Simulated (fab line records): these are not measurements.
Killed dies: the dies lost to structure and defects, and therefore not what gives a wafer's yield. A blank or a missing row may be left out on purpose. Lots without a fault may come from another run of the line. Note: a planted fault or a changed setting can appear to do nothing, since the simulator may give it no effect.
fab line records + flow sky130
record:
- lots: 13
- wafers: 39
- last-day: 50
route steps=708 shown VT_ADJUST_LVTN@116 SONOS_TUNNEL@161 RES_XHIGH@360 LI_CONTACT@363
lots with no fault: from the same line, run without faults
start-h: hours from the record's opening day to when the first of the lot's shown wafers began + wait-h: hours since the lot's step before + " the same as in the row above + L1.1+2: one row covering several wafers at once + - value missing, or start not given + * or withheld: withheld + < > ~ a bound
route shown NAME@n: names a module that has steps shown in the file, with the first one's number in the route + usual: mean/standard deviation of fault-free wafers + same: alike in all rows + chamber/n: place in a boat + sites: each site's reading + _std_site: the standard deviation of these + _edge_site: mean of outer sites minus mean of inner sites + radius-mm: for every site, how far away it sits from the centre of the wafer + mask NAME#n: copy n + behind: tool/chamber where the wafer was last shaped + hold: the reason the lot was held/the length of the hold in hours/how it ended + device: names the non-switching transistor (n, p or np) + end of line: the tests these same wafers got at the end of their route + a step with no rows: only its recipe + killed: dies lost to structure and defects at the first sort, not the wafer's yield + map: dies across one wafer; x = killed, . = not, _ = none there
set.NAME: the setting as run; set.NAME@STEP: as run at that earlier step + model.NAME: the simulator's own value behind a step, which no gauge read
the route's steps for a sample of lots (tables are steps, rows are wafers)
services: from which hour (start-h, from the record's first day; less than 0 if before it) a tool's chamber was out of use, for how many hours, and why
== steps ==
step: SKY_VT_ADJUST_LVTN_IMPLANT_19
recipe:
- species: B
- energy-kev: 30
- dose-cm2: 6.5e+11
- tilt-deg: withheld
usual:
- dose-ions-cm2: 6.5e+11/6.9e+08
- end-station-pressure-torr: 5.03e-06/2.6e-07
- faraday-current-uA: 3.67/0.063
| lot.wafer | tool         | chamber | start-h | wait-h | dose-ions-cm2 | end-station-pressure-torr | faraday-current-uA |
|-----------|--------------|---------|---------|--------|---------------|---------------------------|--------------------|
| L375.1    | implanter-03 | 0       | 161.62  | 0.0    | 6.507e+11     | 4.98e-06                  | 3.56               |
| L375.3    | "            | 0       | "       | "      | 6.493e+11     | 5.07e-06                  | 3.63               |
| L375.5    | "            | 0       | "       | "      | 6.503e+11     | 4.62e-06                  | 3.64               |
| L376.1    | implanter-03 | 0       | 169.75  | 0.0    | 6.494e+11     | 4.46e-06                  | 3.71               |
| L376.3    | "            | 0       | "       | "      | 6.495e+11     | 5.17e-06                  | 3.66               |
| L376.4    | "            | 0       | "       | "      | 6.497e+11     | 5.12e-06                  | 3.71               |
| L377.2    | implanter-04 | 0       | 174.08  | 0.0    | 6.497e+11     | 4.98e-06                  | 3.66               |
| L377.3    | "            | 0       | "       | "      | 6.487e+11     | 4.84e-06                  | 3.71               |
| L377.4    | "            | 0       | "       | "      | 6.501e+11     | 5.18e-06                  | 3.62               |
| L378.2    | implanter-03 | 0       | 179.55  | 0.0    | 6.503e+11     | 4.98e-06                  | 3.76               |
| L378.3    | "            | 0       | "       | "      | 6.505e+11     | 5.38e-06                  | 3.63               |
| L378.5    | "            | 0       | "       | "      | 6.511e+11     | 4.92e-06                  | 3.64               |
| L379.1    | implanter-04 | 0       | 190.08  | 0.0    | 6.505e+11     | 4.54e-06                  | 3.77               |
| L379.5    | "            | 0       | "       | "      | 6.507e+11     | 4.81e-06                  | 3.66               |
| L379.6    | "            | 0       | "       | "      | 6.504e+11     | 5.28e-06                  | 3.65               |
| L381.3    | implanter-03 | 0       | 204.72  | 0.1    | 6.506e+11     | 5.26e-06                  | 3.69               |
| L381.4    | "            | 0       | "       | "      | 6.486e+11     | 4.54e-06                  | 3.56               |
| L381.5    | "            | 0       | "       | "      | 6.5e+11       | 4.8e-06                   | 3.64               |
| L382.1    | implanter-04 | 0       | 207.17  | 0.0    | 6.493e+11     | 5.07e-06                  | 3.64               |
| L382.3    | "            | 0       | "       | "      | 6.488e+11     | 5.22e-06                  | 3.65               |
| L382.5    | "            | 0       | "       | "      | 6.494e+11     | 4.8e-06                   | 3.66               |
| L386.2    | implanter-01 | 0       | 234.35  | 0.0    | 6.51e+11      | 4.8e-06                   | 3.59               |
| L386.3    | "            | 0       | "       | "      | 6.504e+11     | 5.26e-06                  | 3.69               |
| L386.5    | "            | 0       | "       | "      | 6.506e+11     | 5.36e-06                  | 3.61               |
| L392.1    | implanter-03 | 0       | 297.83  | 0.0    | 4.333e+11     | 5.16e-06                  | 2.44               |
| L392.5    | "            | 0       | "       | "      | 4.322e+11     | 4.87e-06                  | 2.40               |
| L392.6    | "            | 0       | "       | "      | 4.347e+11     | 5.43e-06                  | 2.48               |
| L394.1    | implanter-04 | 0       | 305.42  | 0.0    | 6.498e+11     | 5.43e-06                  | 3.63               |
| L394.2    | "            | 0       | "       | "      | 6.497e+11     | 4.92e-06                  | 3.67               |
| L394.6    | "            | 0       | "       | "      | 6.492e+11     | 5.02e-06                  | 3.64               |
| L393.2    | implanter-03 | 0       | 306.10  | 0.0    | 4.326e+11     | 4.92e-06                  | 2.42               |
| L393.3    | "            | 0       | "       | "      | 4.326e+11     | 4.95e-06                  | 2.42               |
| L393.6    | "            | 0       | "       | "      | 4.321e+11     | 5.16e-06                  | 2.37               |
| L396.3    | implanter-04 | 0       | 310.87  | 0.1    | 6.499e+11     | 5.36e-06                  | 3.60               |
| L396.4    | "            | 0       | "       | "      | 6.494e+11     | 4.74e-06                  | 3.68               |
| L396.5    | "            | 0       | "       | "      | 6.5e+11       | 5.16e-06                  | 3.64               |
| L398.4    | implanter-04 | 0       | 326.95  | 0.1    | 6.498e+11     | 4.98e-06                  | 3.70               |
| L398.5    | "            | 0       | "       | "      | 6.494e+11     | 5.03e-06                  | 3.55               |
| L398.6    | "            | 0       | "       | "      | 6.493e+11     | 4.74e-06                  | 3.70               |
step: SKY_VT_ADJUST_LVTN_TW_MEAS_21
usual:
- VT_ADJUST_LVTN_2_TW: 187.9/0.92
| lot.wafer | tool          | chamber | start-h | wait-h | VT_ADJUST_LVTN_2_TW |
|-----------|---------------|---------|---------|--------|---------------------|
| L375.1    | film-metro-02 | -       | 161.87  | 0.1    | 188.6               |
| L375.3    | "             | -       | "       | "      | 187.8               |
| L375.5    | "             | -       | "       | "      | 187.4               |
| L376.1    | film-metro-03 | -       | 170.00  | 0.1    | 186.7               |
| L376.3    | "             | -       | "       | "      | 186.8               |
| L376.4    | "             | -       | "       | "      | 186.2               |
| L377.2    | film-metro-02 | -       | 174.31  | 0.1    | 187.2               |
| L377.3    | "             | -       | "       | "      | 187.1               |
| L377.4    | "             | -       | "       | "      | 187.1               |
| L378.2    | film-metro-02 | -       | 179.78  | 0.1    | 187.3               |
| L378.3    | "             | -       | "       | "      | 186.8               |
| L378.5    | "             | -       | "       | "      | 188.0               |
| L379.1    | film-metro-04 | -       | 190.33  | 0.1    | 189.1               |
| L379.5    | "             | -       | "       | "      | 189.3               |
| L379.6    | "             | -       | "       | "      | 187.9               |
| L381.3    | film-metro-03 | -       | 204.94  | 0.1    | 187.2               |
| L381.4    | "             | -       | "       | "      | 186.4               |
| L381.5    | "             | -       | "       | "      | 187.7               |
| L382.1    | film-metro-03 | -       | 207.42  | 0.1    | 186.8               |
| L382.3    | "             | -       | "       | "      | 185.9               |
| L382.5    | "             | -       | "       | "      | 187.3               |
| L386.2    | film-metro-02 | -       | 234.58  | 0.1    | 188.9               |
| L386.3    | "             | -       | "       | "      | 188.9               |
| L386.5    | "             | -       | "       | "      | 188.6               |
| L392.1    | film-metro-04 | -       | 298.08  | 0.1    | 166.6               |
| L392.5    | "             | -       | "       | "      | 167.9               |
| L392.6    | "             | -       | "       | "      | 167.7               |
| L394.1    | film-metro-02 | -       | 305.67  | 0.1    | 187.7               |
| L394.2    | "             | -       | "       | "      | 188.0               |
| L394.6    | "             | -       | "       | "      | 188.7               |
| L393.2    | film-metro-04 | -       | 306.33  | 0.1    | 169.0               |
| L393.3    | "             | -       | "       | "      | 167.8               |
| L393.6    | "             | -       | "       | "      | 168.7               |
| L396.3    | film-metro-03 | -       | 311.09  | 0.1    | 189.8               |
| L396.4    | "             | -       | "       | "      | 189.1               |
| L396.5    | "             | -       | "       | "      | 189.0               |
| L398.4    | film-metro-03 | -       | 327.16  | 0.1    | 188.3               |
| L398.5    | "             | -       | "       | "      | 188.2               |
| L398.6    | "             | -       | "       | "      | 188.7               |
step: SKY_SONOS_TUNNEL_CD_MEAS_07
recipe:
- target-cd-nm: 410
usual:
- cd-nm: 410.1/1.8
| lot.wafer | tool      | chamber | start-h | wait-h | cd-nm |
|-----------|-----------|---------|---------|--------|-------|
| L375.1    | cd-sem-01 | -       | 249.99  | 0.1    | 410.9 |
| L375.3    | "         | -       | "       | "      | 410.7 |
| L375.5    | "         | -       | "       | "      | 411.7 |
| L376.1    | cd-sem-02 | -       | 258.89  | 0.1    | 410.5 |
| L376.3    | "         | -       | "       | "      | 411.4 |
| L376.4    | "         | -       | "       | "      | 411.3 |
| L377.2    | cd-sem-02 | -       | 263.87  | 0.2    | 409.0 |
| L377.3    | "         | -       | "       | "      | 410.3 |
| L377.4    | "         | -       | "       | "      | 407.8 |
| L378.2    | cd-sem-01 | -       | 269.91  | 0.1    | 409.2 |
| L378.3    | "         | -       | "       | "      | 410.8 |
| L378.5    | "         | -       | "       | "      | 409.0 |
| L379.1    | cd-sem-01 | -       | 282.94  | 0.1    | 412.5 |
| L379.5    | "         | -       | "       | "      | 411.5 |
| L379.6    | "         | -       | "       | "      | 412.3 |
| L381.3    | cd-sem-01 | -       | 301.33  | 0.1    | 407.9 |
| L381.4    | "         | -       | "       | "      | 409.1 |
| L381.5    | "         | -       | "       | "      | 408.6 |
| L382.1    | cd-sem-02 | -       | 302.49  | 0.1    | 413.2 |
| L382.3    | "         | -       | "       | "      | 411.2 |
| L382.5    | "         | -       | "       | "      | 410.5 |
| L386.2    | cd-sem-02 | -       | 335.36  | 0.1    | 410.3 |
| L386.3    | "         | -       | "       | "      | 411.0 |
| L386.5    | "         | -       | "       | "      | 409.9 |
| L392.1    | cd-sem-01 | -       | 409.09  | 0.1    | 412.0 |
| L392.5    | "         | -       | "       | "      | 412.2 |
| L392.6    | "         | -       | "       | "      | 411.7 |
| L394.1    | cd-sem-01 | -       | 419.93  | 0.1    | 411.1 |
| L394.2    | "         | -       | "       | "      | 410.7 |
| L394.6    | "         | -       | "       | "      | 409.2 |
| L393.2    | cd-sem-01 | -       | 420.64  | 0.1    | 406.3 |
| L393.3    | "         | -       | "       | "      | 408.5 |
| L393.6    | "         | -       | "       | "      | 404.2 |
| L396.3    | cd-sem-01 | -       | 423.97  | 0.1    | 409.2 |
| L396.4    | "         | -       | "       | "      | 408.7 |
| L396.5    | "         | -       | "       | "      | 407.7 |
| L398.4    | cd-sem-01 | -       | 443.25  | 0.1    | 411.1 |
| L398.5    | "         | -       | "       | "      | 409.0 |
| L398.6    | "         | -       | "       | "      | 409.5 |
step: SKY_SD_N_RS_MEAS_18
recipe:
- thk-meas-gauge: four-point-probe
usual:
- RES_XHIGH_RS: 331.8/1.2
| lot.wafer | tool          | chamber | start-h | wait-h | RES_XHIGH_RS[ohm/sq] |
|-----------|---------------|---------|---------|--------|----------------------|
| L375.1    | film-metro-03 | -       | 645.27  | 0.1    | 331.4                |
| L375.3    | "             | -       | "       | "      | 331.9                |
| L375.5    | "             | -       | "       | "      | 330.8                |
| L376.1    | film-metro-03 | -       | 662.51  | 0.1    | 331.0                |
| L376.3    | "             | -       | "       | "      | 332.2                |
| L376.4    | "             | -       | "       | "      | 331.7                |
| L377.2    | film-metro-01 | -       | 665.18  | 0.1    | 330.9                |
| L377.3    | "             | -       | "       | "      | 332.4                |
| L377.4    | "             | -       | "       | "      | 332.5                |
| L378.2    | film-metro-01 | -       | 672.29  | 0.1    | 330.9                |
| L378.3    | "             | -       | "       | "      | 330.1                |
| L378.5    | "             | -       | "       | "      | 330.6                |
| L379.1    | film-metro-02 | -       | 676.22  | 0.1    | 332.2                |
| L379.5    | "             | -       | "       | "      | 333.2                |
| L379.6    | "             | -       | "       | "      | 333.1                |
| L381.3    | film-metro-01 | -       | 701.28  | 0.1    | 332.0                |
| L381.4    | "             | -       | "       | "      | 331.2                |
| L381.5    | "             | -       | "       | "      | 331.2                |
| L382.1    | film-metro-01 | -       | 703.11  | 0.1    | 328.9                |
| L382.3    | "             | -       | "       | "      | 330.4                |
| L382.5    | "             | -       | "       | "      | 329.6                |
| L386.2    | film-metro-03 | -       | 735.41  | 0.1    | 332.5                |
| L386.3    | "             | -       | "       | "      | 331.4                |
| L386.5    | "             | -       | "       | "      | 331.8                |
| L392.1    | film-metro-03 | -       | 814.64  | 0.1    | 331.7                |
| L392.5    | "             | -       | "       | "      | 332.6                |
| L392.6    | "             | -       | "       | "      | 333.1                |
| L393.2    | film-metro-02 | -       | 815.04  | 0.1    | 330.9                |
| L393.3    | "             | -       | "       | "      | 329.9                |
| L393.6    | "             | -       | "       | "      | 331.0                |
| L394.1    | film-metro-03 | -       | 815.78  | 0.1    | 332.1                |
| L394.2    | "             | -       | "       | "      | 332.7                |
| L394.6    | "             | -       | "       | "      | 331.1                |
| L396.3    | film-metro-03 | -       | 817.76  | 0.1    | 335.0                |
| L396.4    | "             | -       | "       | "      | 333.7                |
| L396.5    | "             | -       | "       | "      | 333.3                |
| L398.4    | film-metro-03 | -       | 844.60  | 0.1    | 331.7                |
| L398.5    | "             | -       | "       | "      | 332.6                |
| L398.6    | "             | -       | "       | "      | 331.4                |
step: SKY_LI_CONTACT_THK_MEAS_01
recipe:
- reads: PSG_of_LI_CONTACT_HDPCVD_00
usual:
- LI_CONTACT_HDPCVD_THK: 929/10
| lot.wafer | tool          | chamber | start-h | wait-h | LI_CONTACT_HDPCVD_THK[nm] |
|-----------|---------------|---------|---------|--------|---------------------------|
| L375.1    | film-metro-01 | -       | 645.51  | 0.1    | 935                       |
| L375.3    | "             | -       | "       | "      | 924                       |
| L375.5    | "             | -       | "       | "      | 923                       |
| L376.1    | film-metro-01 | -       | 662.75  | 0.1    | 912                       |
| L376.3    | "             | -       | "       | "      | 915                       |
| L376.4    | "             | -       | "       | "      | 919                       |
| L377.2    | film-metro-03 | -       | 665.41  | 0.1    | 949                       |
| L377.3    | "             | -       | "       | "      | 939                       |
| L377.4    | "             | -       | "       | "      | 928                       |
| L378.2    | film-metro-01 | -       | 672.52  | 0.1    | 925                       |
| L378.3    | "             | -       | "       | "      | 927                       |
| L378.5    | "             | -       | "       | "      | 932                       |
| L379.1    | film-metro-02 | -       | 676.46  | 0.1    | 940                       |
| L379.5    | "             | -       | "       | "      | 940                       |
| L379.6    | "             | -       | "       | "      | 949                       |
| L381.3    | film-metro-03 | -       | 701.50  | 0.1    | 923                       |
| L381.4    | "             | -       | "       | "      | 931                       |
| L381.5    | "             | -       | "       | "      | 919                       |
| L382.1    | film-metro-02 | -       | 703.35  | 0.1    | 937                       |
| L382.3    | "             | -       | "       | "      | 931                       |
| L382.5    | "             | -       | "       | "      | 919                       |
| L386.2    | film-metro-02 | -       | 735.65  | 0.1    | 924                       |
| L386.3    | "             | -       | "       | "      | 921                       |
| L386.5    | "             | -       | "       | "      | 928                       |
| L392.1    | film-metro-03 | -       | 815.00  | 0.2    | 928                       |
| L392.5    | "             | -       | "       | "      | 938                       |
| L392.6    | "             | -       | "       | "      | 935                       |
| L393.2    | film-metro-02 | -       | 815.27  | 0.1    | 951                       |
| L393.3    | "             | -       | "       | "      | 955                       |
| L393.6    | "             | -       | "       | "      | 954                       |
| L394.1    | film-metro-02 | -       | 816.02  | 0.1    | 941                       |
| L394.2    | "             | -       | "       | "      | 919                       |
| L394.6    | "             | -       | "       | "      | 923                       |
| L396.3    | film-metro-02 | -       | 817.98  | 0.1    | 921                       |
| L396.4    | "             | -       | "       | "      | 930                       |
| L396.5    | "             | -       | "       | "      | 932                       |
| L398.4    | film-metro-01 | -       | 844.81  | 0.0    | 929                       |
| L398.5    | "             | -       | "       | "      | 921                       |
| L398.6    | "             | -       | "       | "      | 934                       |
== services ==
| tool         | chamber | start-h | hours | kind   |
|--------------|---------|---------|-------|--------|
| implanter-04 | -       | 182.92  | 1.8   | repair |
| implanter-03 | -       | 236.82  | 2.7   | repair |
| implanter-01 | -       | 237.92  | 2.5   | repair |
| implanter-04 | -       | 239.93  | 2.9   | repair |
| implanter-04 | -       | 242.80  | 3.0   | pm     |
| implanter-01 | -       | 262.49  | 2.2   | repair |
| implanter-03 | -       | 268.53  | 4.8   | pm     |
| implanter-01 | -       | 273.31  | 4.9   | pm     |
| implanter-03 | -       | 280.69  | 1.9   | repair |
| implanter-04 | -       | 290.65  | 8.6   | repair |
| implanter-01 | -       | 307.40  | 3.8   | repair |
== key ==
first-sign:
- step: SKY_VT_ADJUST_LVTN_IMPLANT_19
- reading: dose-ions-cm2
- direction: down
- sigmas: 99+
- usual: *
- struck: *
effect:
- step: SKY_VT_ADJUST_LVTN_IMPLANT_19
- reading: faraday-current-uA
- direction: down
- sigmas: 20
- usual: 3.67
- struck: 2.42
effect:
- step: SKY_VT_ADJUST_LVTN_TW_MEAS_21
- reading: VT_ADJUST_LVTN_2_TW
- direction: down
- sigmas: 22
- usual: 187.9
- struck: 168.0
met-at SKY_VT_ADJUST_LVTN_IMPLANT_19
struck-lots L392,L393
tester-left-out L392,L393
not-acting-at SKY_SONOS_TUNNEL_CD_MEAS_07,SKY_SD_N_RS_MEAS_18,SKY_LI_CONTACT_THK_MEAS_01
onset-between 204.72 297.83
fault:
- kind: process-parameter-drift
- tool: implanter-03
- chamber: -
- onset-h: 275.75
- steps: SKY_VT_ADJUST_LVTN_IMPLANT_19
- channel: dose-cm2
- offset: *
- shape: step
- end-h: 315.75
- acts-in: *
- stated: *
tester-left-out: of these lots the tester's yield and bins aren't shown, on N5 and GAA mostly nor the transistor test; their killed dies are dies lost to structure and defects alone, not to doping, threshold or leakage, so they don't give the yield
